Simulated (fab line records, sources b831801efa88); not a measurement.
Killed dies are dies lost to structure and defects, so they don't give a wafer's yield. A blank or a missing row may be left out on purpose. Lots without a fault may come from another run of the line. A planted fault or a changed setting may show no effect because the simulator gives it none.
Chamber matching | flow gf180mcu | GF_STI_ETCH_14 on rie_si-02: 4 sister chambers
The step etches Si in HBr/Cl2/O2, target depth 360 nm, time 102.9 s. 20 wafers are shown with their chamber, then 10 later ones without.

WAFERS WITH THEIR CHAMBER
wafer  | chamber | drypump_motor_current_A (A) | throttle_valve_pct (%) | oes_product_au (a.u.)
L469.1 | 3       | 5.1                         | 25.668                 | 0.993
L469.2 | 2       | 6.3                         | 25.665                 | 1.007
L469.4 | 0       | 5.5                         | 25.647                 | 1.009
L470.1 | 3       | 5.1                         | 25.653                 | 0.990
L470.4 | 2       | 6.3                         | 25.649                 | 0.992
L470.6 | 3       | 5.1                         | 25.675                 | 0.997
L471.1 | 3       | 5.1                         | 25.661                 | 0.984
L471.2 | 2       | 6.3                         | 25.657                 | 1.006
L471.4 | 0       | 5.4                         | 25.641                 | 0.996
L472.1 | 0       | 5.5                         | 25.653                 | 1.004
L472.2 | 2       | 6.3                         | 25.656                 | 1.006
L472.4 | 1       | 6.6                         | 25.671                 | 1.002
L473.2 | 1       | 6.6                         | 25.667                 | 0.992
L473.4 | 2       | 6.3                         | 25.643                 | 1.009
L473.5 | 3       | 5.1                         | 25.656                 | 0.997
L480.2 | 1       | 6.7                         | 25.657                 | 0.992
L480.3 | 2       | 6.3                         | 25.652                 | 1.006
L480.4 | 1       | 6.6                         | 25.659                 | 0.990
L482.4 | 1       | 6.7                         | 25.669                 | 0.992
L482.5 | 0       | 5.5                         | 25.637                 | 1.009

SIGNATURES (means of the wafers above)
reading                 | chamber 0 | chamber 1 | chamber 2 | chamber 3 | scatter within a chamber
drypump_motor_current_A | 5.475     | 6.640     | 6.300     | 5.100     | 0.0349
throttle_valve_pct      | 25.64450  | 25.66460  | 25.65367  | 25.66260  | 0.00753
oes_product_au          | 1.00450   | 0.99360   | 1.00433   | 0.99220   | 0.00566
Rule: a wafer's distance from a chamber is the root of the sum, over the readings, of the square of ((its reading less the chamber's mean) divided by the reading's scatter). The wafer belongs to the nearest chamber; if the next one is less than 2 further off, it can't be placed. The scatter: the root of (the sum of the squares of (reading less its chamber's mean) over the shown wafers, divided by (wafers less chambers)).

WAFERS WITHOUT THEIR CHAMBER
wafer  | drypump_motor_current_A (A) | throttle_valve_pct (%) | oes_product_au (a.u.)
L482.6 | 6.3                         | 25.641                 | 1.009
L483.1 | 6.3                         | 25.671                 | 0.992
L483.3 | 5.5                         | 25.659                 | 1.011
L483.4 | 6.7                         | 25.656                 | 0.993
L484.1 | 6.6                         | 25.653                 | 0.987
L484.2 | 6.3                         | 25.654                 | 1.007
L484.4 | 6.3                         | 25.654                 | 1.004
L485.4 | 5.5                         | 25.665                 | 0.999
L485.5 | 5.1                         | 25.656                 | 0.981
L485.6 | 5.5                         | 25.646                 | 0.997

WHICH CHAMBER EACH WENT THROUGH
wafer  | from the rows above | in truth
L482.6 | 2                   | 2
L483.1 | 2                   | 2
L483.3 | 0                   | 0
L483.4 | 1                   | 1
L484.1 | 1                   | 1
L484.2 | 2                   | 2
L484.4 | 2                   | 2
L485.4 | 0                   | 0
L485.5 | 3                   | 3
L485.6 | 0                   | 0
Placed correctly: 10 of 10. Can't be placed from these rows: 0. Placed wrongly: 0.
